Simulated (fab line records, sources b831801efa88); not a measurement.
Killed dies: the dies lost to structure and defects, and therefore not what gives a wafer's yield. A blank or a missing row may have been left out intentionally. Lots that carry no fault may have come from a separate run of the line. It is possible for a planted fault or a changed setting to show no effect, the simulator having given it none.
Which tool was responsible? + flow gf180mcu + Sampling: 10 lots, 30 wafers, 2 of 602 route steps

== WHAT EACH GAUGE READ, for each wafer ==
GF_MIM_RS_MEAS_10: measurement is done with a four-point probe.
| lot  | measured     | on            | MIM_ALCU_RS (ohm/sq)                      |
|------|--------------|---------------|-------------------------------------------|
| L234 | day 25 13:35 | film metro-01 | 0.1644 0.1612 0.1641                      |
| L236 | day 26 09:06 | film metro-01 | 0.1587 0.1636 0.1609                      |
| L237 | day 26 11:35 | film metro-04 | 0.1580 0.1627 0.1576                      |
| L241 | day 27 17:27 | film metro-01 | 0.2319 0.1620 0.1580 0.2319 0.1615 0.1582 |
| L242 | day 28 02:53 | film metro-02 | 0.1610 0.1580 0.1612                      |
| L245 | day 29 01:38 | film metro-01 | 0.1592 0.1590 0.1597                      |
| L246 | day 29 07:01 | film metro-02 | 0.1582 0.1624 0.1599                      |
| L249 | day 30 04:19 | film metro-02 | 0.1629 0.1613 0.1578                      |
| L251 | day 30 17:50 | film metro-02 | 0.1623 0.1618 0.1633                      |
| L252 | day 30 22:35 | film metro-02 | 0.1581 0.1578 0.1618                      |

== EACH LOT AND THE TOOL THAT RAN IT (in order: tool; ch and the chambers of the sampled wafers; start) ==
| lot  | GF_MIM_SPUTTER_08            |
|------|------------------------------|
| L234 | pvd sputter-04, day 25 13:31 |
| L236 | pvd sputter-04, day 26 09:01 |
| L237 | pvd sputter-04, day 26 11:32 |
| L241 | pvd sputter-04, day 27 17:22 |
| L242 | pvd sputter-02, day 28 02:49 |
| L245 | pvd sputter-01, day 29 01:35 |
| L246 | pvd sputter-01, day 29 06:57 |
| L249 | pvd sputter-02, day 30 04:14 |
| L251 | pvd sputter-01, day 30 17:46 |
| L252 | pvd sputter-02, day 30 22:31 |
- GF_MIM_SPUTTER_08: material AlCu, target thk 200 nm, time 10.6 s.

== THE ANSWER, worked out from the rows above alone ==
Rule: what is usual is taken from the lots themselves. The widest of any qualifying gaps counts: lots, ordered by their means at a reading, are off when they make up no more than a third of the lots, leave a main group of 4 or more, and stand apart from it by 3 or more times the standard deviation of that group's means. The tables above print the reading to a certain number of digits; a main group whose means all agree to those digits is not used. A lot without any number at a reading at which 4 lots or more have one is off too. Where the step has rows for the other lots, those lots are counted as sound.
Off: at GF_MIM_RS_MEAS_10 (MIM_ALCU_RS), L241. The main group: mean 0.1606 ohm/sq, standard deviation 0.0013.
If a tool, at a process step before that reading, ran all the lots that are off and no sound lot after the first of them, it fits. The gauges at GF_MIM_RS_MEAS_10 are tried like those tools. One fits: pvd sputter-04 at GF_MIM_SPUTTER_08. A fault onset in the window from L237 (day 26 11:32, its last sound lot) to L241 (day 27 17:22, its first lot off) fits.

== WHAT WAS PUT IN BY THE SIMULATOR ==
Site profile drift: pvd sputter-04, from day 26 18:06 on, at GF_MIM_SPUTTER_08. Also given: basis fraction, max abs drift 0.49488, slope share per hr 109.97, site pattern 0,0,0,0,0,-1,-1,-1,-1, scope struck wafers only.
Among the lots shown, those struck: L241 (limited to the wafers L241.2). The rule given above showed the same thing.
